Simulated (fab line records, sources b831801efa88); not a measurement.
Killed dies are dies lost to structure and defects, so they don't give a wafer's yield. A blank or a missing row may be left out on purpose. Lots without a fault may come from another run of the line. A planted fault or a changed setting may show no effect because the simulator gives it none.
Which tool did it? | flow gf180mcu | 24 lots, 72 wafers sampled, at 5 steps of a route of 602

WHAT THE GAUGES READ, wafer by wafer
GF_V1_THK_MEAS_25: measures by xrf. Usual: V1_W_THK 362 nm, standard deviation 4.4.
lot  | measured     | on            | V1_W_THK (nm) | flag
L074 | day 18 00:02 | film_metro-02 | 356 364 357   |
L075 | day 18 07:28 | film_metro-02 | 359 360 362   |
L076 | day 18 19:00 | film_metro-02 | 362 365 367   |
L077 | day 19 02:46 | film_metro-03 | 354 352 360   |
L078 | day 19 12:23 | film_metro-02 | 363 374 365   |
L079 | day 19 22:30 | film_metro-01 | 362 357 360   |
L080 | day 20 11:17 | film_metro-01 | 355 358 354   |
L081 | day 20 19:34 | film_metro-02 | 362 363 361   |
L082 | day 20 22:49 | film_metro-02 | 364 363 361   |
L083 | day 21 17:38 | film_metro-03 | 359 357 364   |
L084 | day 22 05:27 | film_metro-03 | 356 357 356   |
L085 | day 22 11:14 | film_metro-02 | 375 367 367   |
L086 | day 22 16:26 | film_metro-03 | 362 362 359   |
L087 | day 23 06:51 | film_metro-03 | 358 361 362   |
L088 | day 23 15:01 | film_metro-02 | 370 371 367   |
L089 | day 24 02:05 | film_metro-02 | 366 366 364   |
L090 | day 24 10:43 | film_metro-03 | 365 361 358   |
L091 | day 24 21:33 | film_metro-02 | 361 363 367   |
L092 | day 25 01:59 | film_metro-01 | 360 363 360   |
L093 | day 25 10:05 | film_metro-03 | 365 364 363   |
L095 | day 25 22:59 | film_metro-01 | 360 365 364   |
L094 | day 25 23:10 | film_metro-03 | 358 364 361   |
L096 | day 26 02:33 | film_metro-01 | 360 358 357   |
L097 | day 26 07:17 | film_metro-03 | 367 366 365   |

GF_M4_CD_MEAS_14: target cd 280 nm. Usual: cd_nm 280.0 nm, standard deviation 1.3.
lot  | measured     | on        | cd_nm (nm)        | flag
L074 | day 23 05:20 | cd_sem-02 | 282.1 281.4 281.7 |
L075 | day 23 13:00 | cd_sem-01 | 280.0 279.4 280.5 |
L076 | day 23 23:28 | cd_sem-01 | 278.8 279.2 278.5 |
L077 | day 24 06:19 | cd_sem-01 | 280.2 281.5 280.9 |
L078 | day 24 15:56 | cd_sem-01 | 279.5 279.1 281.4 |
L079 | day 25 00:43 | cd_sem-01 | 281.3 281.4 280.8 |
L080 | day 25 10:35 | cd_sem-01 | 278.6 280.0 280.3 |
L081 | day 25 20:15 | cd_sem-02 | 281.7 280.3 281.1 |
L082 | day 25 23:32 | cd_sem-01 | 279.1 279.7 280.0 |
L083 | day 26 13:41 | cd_sem-01 | 281.9 281.1 281.8 |
L084 | day 27 00:52 | cd_sem-01 | 281.5 282.9 282.0 |
L085 | day 27 05:46 | cd_sem-02 | 280.5 279.6 281.3 |
L086 | day 27 10:02 | cd_sem-02 | 280.3 278.6 278.8 |
L087 | day 27 23:44 | cd_sem-02 | 279.5 279.1 277.9 |
L088 | day 28 06:49 | cd_sem-01 | 280.1 279.7 280.4 |
L089 | day 28 15:58 | cd_sem-01 | 281.0 278.8 280.0 |
L090 | day 28 23:16 | cd_sem-01 | 278.9 279.5 279.7 |
L091 | day 29 08:10 | cd_sem-02 | 280.5 280.4 280.6 |
L092 | day 29 14:01 | cd_sem-01 | 277.1 276.9 276.3 |
L093 | day 29 18:46 | cd_sem-01 | 278.2 277.2 277.6 |
L095 | day 30 06:37 | cd_sem-01 | 278.7 278.3 279.3 |
L094 | day 30 07:14 | cd_sem-01 | 282.1 281.6 280.3 |
L096 | day 30 11:23 | cd_sem-01 | 280.3 279.8 281.0 |
L097 | day 30 14:05 | cd_sem-02 | 280.3 280.8 281.6 |

GF_PASSIVATION_THK_MEAS_01. Usual: PASSIVATION_CVD_00_THK 998 nm, standard deviation 13.
lot  | measured     | on            | PASSIVATION_CVD_00_THK (nm) | flag
L074 | day 27 22:25 | film_metro-01 | 989 993 1016                |
L075 | day 28 06:09 | film_metro-01 | 1010 1000 988               |
L076 | day 28 14:05 | film_metro-04 | 981 988 989                 |
L077 | day 28 21:04 | film_metro-02 | 990 996 1006                |
L078 | day 29 05:53 | film_metro-02 | 986 999 1005                |
L079 | day 29 13:24 | film_metro-04 | 984 992 1006                |
L080 | day 29 22:52 | film_metro-01 | 998 974 1003                |
L081 | day 30 05:41 | film_metro-04 | 999 1015 1024               |
L082 | day 30 08:44 | film_metro-02 | 985 1000 997                |
L083 | day 30 21:40 | film_metro-04 | 1006 998 1008               |
L084 | day 31 07:51 | film_metro-02 | 988 1012 1003               |
L085 | day 31 12:23 | film_metro-04 | 983 1000 1002               |
L086 | day 31 14:24 | film_metro-04 | 997 1007 1021               |
L087 | day 32 02:04 | film_metro-01 | 989 1000 1021               |
L088 | day 32 10:28 | film_metro-01 | 1002 1021 1021              |
L089 | day 32 18:40 | film_metro-04 | 986 978 991                 |
L090 | day 32 23:25 | film_metro-02 | 994 982 1006                |
L091 | day 33 05:25 | film_metro-04 | 988 991 1005                |
L092 | day 33 11:31 | film_metro-04 | 974 981 1000                |
L093 | day 33 15:55 | film_metro-02 | 1002 995 1006               |
L095 | day 34 00:28 | film_metro-01 | 985 1011 994                |
L094 | day 34 02:45 | film_metro-02 | 993 993 999                 |
L096 | day 34 06:25 | film_metro-04 | 987 979 987                 |
L097 | day 34 08:08 | film_metro-01 | 988 1004 1008               |

WHICH TOOL RAN EACH LOT (tool, then ch and the chambers of the sampled wafers, then the start)
lot  | GF_V2_ETCH_16                      | GF_V5_CMP_04
L074 | rie_diel-01 ch 0,2, day 20 02:51   | cmp-01 ch 0,3, day 26 02:37
L075 | rie_diel-03 ch 0,1,2, day 20 10:38 | cmp-01 ch 0,1,2, day 26 10:18
L076 | rie_diel-01 ch 0,2, day 20 20:59   | cmp-01 ch 1,3, day 26 20:02
L077 | rie_diel-03 ch 1,2,3, day 21 04:52 | cmp-02 ch 1,3, day 27 02:42
L078 | rie_diel-01 ch 0,2,3, day 21 15:05 | cmp-01 ch 0,2,3, day 27 11:33
L079 | rie_diel-01 ch 0,1,2, day 22 00:16 | cmp-02 ch 0,1, day 27 20:19
L080 | rie_diel-03 ch 0,1,2, day 22 12:35 | cmp-02 ch 0,1,3, day 28 05:54
L081 | rie_diel-01 ch 0,3, day 22 20:59   | cmp-02 ch 0,1,3, day 28 12:59
L082 | rie_diel-04 ch 0,2,3, day 23 00:21 | cmp-02 ch 1,2, day 28 16:40
L083 | rie_diel-01 ch 0,1,3, day 23 17:27 | cmp-02 ch 1,2,3, day 29 06:41
L084 | rie_diel-01 ch 1,2,3, day 24 04:35 | cmp-02 ch 1,2,3, day 29 16:20
L085 | rie_diel-03 ch 1,2, day 24 10:43   | cmp-01 ch 1,2, day 29 21:13
L086 | rie_diel-01 ch 0,1, day 24 14:48   | cmp-01 ch 0,1,3, day 30 00:00
L087 | rie_diel-03 ch 0,1,3, day 25 05:27 | cmp-01 ch 1,2,3, day 30 12:49
L088 | rie_diel-03 ch 2,3, day 25 13:11   | cmp-02 ch 0,1,3, day 30 20:34
L089 | rie_diel-03 ch 0,1,2, day 25 22:45 | cmp-02 ch 0,2,3, day 31 05:35
L090 | rie_diel-01 ch 0,2, day 26 07:22   | cmp-01 ch 0,3, day 31 10:58
L091 | rie_diel-03 ch 0,1,2, day 26 16:54 | cmp-01 ch 1,2,3, day 31 18:14
L092 | rie_diel-03 ch 1,2,3, day 26 22:36 | cmp-01 ch 1,3, day 31 23:47
L093 | rie_diel-01 ch 0,1, day 27 04:45   | cmp-02 ch 0,2, day 32 04:57
L095 | rie_diel-04 ch 1,2,3, day 27 17:37 | cmp-02 ch 0,1,2, day 32 14:59
L094 | rie_diel-01 ch 1,2,3, day 27 17:58 | cmp-02 ch 0,2,3, day 32 16:08
L096 | rie_diel-04 ch 1,2,3, day 27 21:35 | cmp-02 ch 0,1,3, day 32 20:08
L097 | rie_diel-04 ch 0,1,3, day 28 02:15 | cmp-02 ch 2,3, day 32 22:14
- GF_V2_ETCH_16: etches BARC in N2/H2.
- GF_V5_CMP_04: polishes SiO2.

WHAT THE TOOLS THEMSELVES READ (means of the sampled wafers that have a number; where no wafer has one, the mark that the record gives instead)
GF_V2_ETCH_16. Usual: drypump_motor_current_A 5.8 A, standard deviation 0.4; oes_product_au 0.855 a.u., standard deviation 0.0052; throttle_valve_pct 13.225 %, standard deviation 0.0088.
lot  | tool        | drypump_motor_current_A (A) | oes_product_au (a.u.) | throttle_valve_pct (%) | flag
L074 | rie_diel-01 | 5.6                         | 0.854                 | 13.222                 |
L075 | rie_diel-03 | 6.1                         | 0.855                 | 13.228                 |
L076 | rie_diel-01 | 5.6                         | 0.856                 | 13.216                 |
L077 | rie_diel-03 | 6.0                         | 0.852                 | 13.226                 |
L078 | rie_diel-01 | 5.6                         | 0.855                 | 13.228                 |
L079 | rie_diel-01 | 5.9                         | 0.852                 | 13.225                 |
L080 | rie_diel-03 | 6.0                         | 0.856                 | 13.232                 |
L081 | rie_diel-01 | 5.6                         | 0.856                 | 13.225                 |
L082 | rie_diel-04 | 5.6                         | 0.858                 | 13.220                 |
L083 | rie_diel-01 | 5.8                         | 0.860                 | 13.227                 |
L084 | rie_diel-01 | 5.7                         | 0.851                 | 13.226                 |
L085 | rie_diel-03 | 5.7                         | 0.851                 | 13.225                 |
L086 | rie_diel-01 | 6.0                         | 0.856                 | 13.216                 |
L087 | rie_diel-03 | 5.9                         | 0.857                 | 13.216                 |
L088 | rie_diel-03 | 6.4                         | 0.854                 | 13.225                 |
L089 | rie_diel-03 | 6.1                         | 0.861                 | 13.234                 |
L090 | rie_diel-01 | 5.6                         | 0.861                 | 13.225                 |
L091 | rie_diel-03 | 6.0                         | 0.854                 | 13.224                 |
L092 | rie_diel-03 | 6.0                         | 0.856                 | 13.222                 |
L093 | rie_diel-01 | 6.1                         | 0.858                 | 13.224                 |
L095 | rie_diel-04 | 5.6                         | 0.860                 | 13.227                 |
L094 | rie_diel-01 | 5.7                         | 0.852                 | 13.231                 |
L096 | rie_diel-04 | 5.6                         | 0.853                 | 13.223                 |
L097 | rie_diel-04 | 5.6                         | 0.858                 | 13.233                 |

GF_V5_CMP_04. Usual: motor_current_A 11.0 A, standard deviation 0.67; retaining_ring_pressure_frac 1.001, standard deviation 0.0047.
lot  | tool   | motor_current_A (A) | retaining_ring_pressure_frac | flag
L074 | cmp-01 | 10.8                | 0.999                        |
L075 | cmp-01 | 11.5                | 1.001                        |
L076 | cmp-01 | 11.6                | 1.004                        |
L077 | cmp-02 | 10.7                | 1.002                        |
L078 | cmp-01 | 11.1                | 1.002                        |
L079 | cmp-02 | 10.7                | 0.997                        |
L080 | cmp-02 | 10.6                | 1.002                        |
L081 | cmp-02 | 10.7                | 1.001                        |
L082 | cmp-02 | 11.8                | 1.002                        |
L083 | cmp-02 | 11.0                | 0.996                        |
L084 | cmp-02 | 11.1                | 0.998                        |
L085 | cmp-01 | 12.1                | 1.007                        |
L086 | cmp-01 | 10.9                | 1.004                        |
L087 | cmp-01 | 11.7                | 1.000                        |
L088 | cmp-02 | 10.8                | 0.998                        |
L089 | cmp-02 | 10.8                | 1.004                        |
L090 | cmp-01 | 10.5                | 1.003                        |
L091 | cmp-01 | 11.4                | 0.998                        |
L092 | cmp-01 | 11.0                | 1.004                        |
L093 | cmp-02 | 10.9                | 1.001                        |
L095 | cmp-02 | 10.8                | 1.001                        |
L094 | cmp-02 | 11.0                | 0.997                        |
L096 | cmp-02 | 10.7                | 1.001                        |
L097 | cmp-02 | 11.0                | 1.001                        |

THE ANSWER, worked out from the rows above alone
Rule: a lot is off if the mean of its wafers that have a number lies more than 3 standard deviations from the usual mean. A lot without any number at a reading at which 4 lots or more have one is off too. The other lots that the step has rows for count as sound. The gauges are gone through in route order, then the tools' own readings, and for those a lot's mean is taken as printed above. The first step at which some lot is off is used, and at that step the reading that is off furthest; a lot without a number counts as furthest.
No lot is off at any reading shown: from this, nothing can be told.

WHAT THE SIMULATOR HAD PUT IN
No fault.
